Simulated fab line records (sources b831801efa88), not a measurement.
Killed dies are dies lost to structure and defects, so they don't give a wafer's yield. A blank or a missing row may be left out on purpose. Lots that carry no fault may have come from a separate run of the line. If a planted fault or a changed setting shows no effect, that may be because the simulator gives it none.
Matching of chambers / flow gf180mcu / 4 sister chambers for GF_CONTACT_CMP_27 on cmp-01
The step polishes, stops on SiO2, t overpolish 15 s, target thk 0 nm. 8 wafers are shown with their chamber, then 7 later ones without.

## EACH WAFER AND ITS CHAMBER
wafer=L772.1; chamber=2; motorCurrentA (A)=10.5; timeToEndpointS (s)=79
wafer=L772.3; chamber=3; motorCurrentA (A)=9.6; timeToEndpointS (s)=75
wafer=L772.6; chamber=0; motorCurrentA (A)=11.0; timeToEndpointS (s)=76
wafer=L780.2; chamber=3; motorCurrentA (A)=9.3; timeToEndpointS (s)=75
wafer=L780.5; chamber=1; motorCurrentA (A)=12.8; timeToEndpointS (s)=75
wafer=L780.6; chamber=2; motorCurrentA (A)=10.5; timeToEndpointS (s)=73
wafer=L782.2; chamber=0; motorCurrentA (A)=11.7; timeToEndpointS (s)=75
wafer=L782.3; chamber=1; motorCurrentA (A)=12.4; timeToEndpointS (s)=78

## WAFERS WITH NO CHAMBER GIVEN
wafer=L782.5; motorCurrentA (A)=9.2; timeToEndpointS (s)=76
wafer=L784.1; motorCurrentA (A)=9.4; timeToEndpointS (s)=72
wafer=L784.2; motorCurrentA (A)=10.3; timeToEndpointS (s)=79
wafer=L784.5; motorCurrentA (A)=9.7; timeToEndpointS (s)=78
wafer=L785.2; motorCurrentA (A)=10.6; timeToEndpointS (s)=78
wafer=L785.3; motorCurrentA (A)=12.8; timeToEndpointS (s)=77
wafer=L785.4; motorCurrentA (A)=11.3; timeToEndpointS (s)=71

## EACH ONE'S CHAMBER
wafer=L782.5; from the rows above=3; in truth=3
wafer=L784.1; from the rows above=3; in truth=3
wafer=L784.2; from the rows above=can't be placed: 2 or 3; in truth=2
wafer=L784.5; from the rows above=can't be placed: 3 or 2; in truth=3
wafer=L785.2; from the rows above=can't be placed: 2 or 0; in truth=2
wafer=L785.3; from the rows above=1; in truth=1
wafer=L785.4; from the rows above=can't be placed: 0 or 2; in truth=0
Correct placement for 3 of the 7. Unplaceable from these rows: 4, with the true chamber sitting among the candidates in 4. 0 placed wrongly.
How it was worked out, from the rows above alone: a wafer's distance from a chamber is the root of the sum, over the readings, of the square of ((its reading less the chamber's mean) divided by the reading's scatter). If the next closest chamber is less than 2 further off than the closest, the wafer can't be placed; otherwise it belongs to the closest. A chamber's mean is the mean of its shown wafers. The scatter is the square root of a quotient: the sum, over the shown wafers, of each reading's squared deviation from its chamber's mean, divided by wafers minus chambers.
